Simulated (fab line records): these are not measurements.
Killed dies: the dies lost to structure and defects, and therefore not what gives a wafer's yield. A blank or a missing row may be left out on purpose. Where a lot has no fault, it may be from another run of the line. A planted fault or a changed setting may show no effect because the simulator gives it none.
A struck lot beside a sound one    flow sfq_line    14 steps out of a route of 325
Sound: wafers L117.2, L117.3, L117.4. Wafers L102.2, L102.4, L102.5 were the ones struck. The cause comes at the end.
Per side, at each step with rows, come the tool, then ch with its chambers, and then its first start. Under that, the readings that differ: sound wafers    struck wafers    difference of the means    sigmas: that difference in standard deviations of wafers without a fault.
alike: a reading whose means differ by less than 2 such deviations, as well as words and numbers matching on both sides. not compared: withheld readings; readings where some wafer has no value; bounds like >300 that might hide an equal value; numbers whose values overlap and for which the record gives no deviation.
Wherever a step has rows on one side only, a row that says differs or no value, or a row with sigmas, the two part there. Numbers that don't overlap but have no deviation are shown without sigmas and don't part them. A reading missing from all wafers of one side parts the sides only when that side holds two or more wafers.

SFQ_M1_OVL_MEAS_911:
  sound on overlay-02 at day 31 10:35; struck on overlay-02 at day 26 15:01
  alike: M1_OVL
SFQ_TRILAYER_M1_BARC_OPEN_METAL_ETCH_054: etches BARC in O2, target depth 125 nm, time 41.7 s.
  sound on rie_metal-02 ch 0,1, day 31 10:37; struck on rie_metal-04 ch 1, day 26 15:04
  alike: bias_w, drypump_motor_current_A, he_backside_leak_sccm, oes_product_au
  not compared: rf_hours_counter_h
SFQ_TRILAYER_M1_ETCH_METAL_ETCH_042: etches Nb in Cl2/Ar, stops on SiO2, target depth 240 nm, time 120 s.
  sound on rie_metal-02 ch 0,1, day 31 10:40; struck on rie_metal-04 ch 1, day 26 15:12
  alike: bias_w, drypump_motor_current_A, he_backside_leak_sccm, oes_product_au
  not compared: rf_hours_counter_h
SFQ_TRILAYER_M1_STRIP_STRIP_043: strips in O2.
  sound on rie_metal-02 ch 0,1, day 31 10:47; struck on rie_metal-04 ch 1, day 26 15:37
  alike: drypump_motor_current_A, he_backside_leak_sccm, oes_product_au
  not compared: rf_hours_counter_h
then, 1 step without rows for these wafers: SFQ_TRILAYER_M1_STRIP_SOLV_CLEAN_044 (cleans in NMP, time 600 s).
SFQ_TRILAYER_I1_DEP_PECVD_045: deposits SiO2 from SiH4/N2O, time 111.11 s, target thk 500 nm.
  sound on pecvd-02 ch 1,2, day 31 11:34; struck on pecvd-02 ch 0,1, day 26 16:58
  alike: heater_power_w, throttle_valve_pct
then, 1 step without rows for these wafers: SFQ_TRILAYER_I1_CMP_CMP_046 (polishes SiO2).
SFQ_I1_BOW_MEAS_912:
  sound on film_metro-02 at day 32 05:16; struck on film_metro-02 at day 26 20:06
  alike: I1_BOW
SFQ_TRILAYER_I1_METRO_MEASURE_047:
  sound on film_metro-02 at day 32 05:34; struck on film_metro-02 at day 26 20:24
reading      sound              struck             difference  sigmas
thk_nm (nm)  195.8 198.1 200.2  200.6 202.0 202.1  +3.5        +3
then, 3 steps without rows for these wafers: SFQ_TRILAYER_I1_VIA_LITHO_COAT_054 (resist thk 62 nm); SFQ_TRILAYER_I1_VIA_LITHO_COAT_049 (resist thk 650 nm); SFQ_TRILAYER_I1_VIA_LITHO_SOFTBAKE_053.
-- the record jumps here: 6 days lie between the struck wafers' starts before and after --
SFQ_TRILAYER_I1_VIA_LITHO_EXPOSE_050: exposes mask I1, target cd 500 nm.
  sound on krf_scanner-02 ch 0, day 37 12:03; struck on krf_scanner-01 ch 0, day 33 02:10
reading                     sound              struck             difference  sigmas
model.I1.overlay_x_nm (nm)  3.107 3.107 3.107  8.125 8.125 8.125  +5.018      
  alike: mask
then, 1 step without rows for these wafers: SFQ_TRILAYER_I1_VIA_LITHO_PEB_052 (peb time 60 s).

== WHERE THEY PART ==
Within this record, at SFQ_TRILAYER_I1_METRO_MEASURE_047 only. Later steps at which nothing parts them and some readings are alike: SFQ_TRILAYER_I1_VIA_LITHO_EXPOSE_050.

WHY: what had been put in by the simulator
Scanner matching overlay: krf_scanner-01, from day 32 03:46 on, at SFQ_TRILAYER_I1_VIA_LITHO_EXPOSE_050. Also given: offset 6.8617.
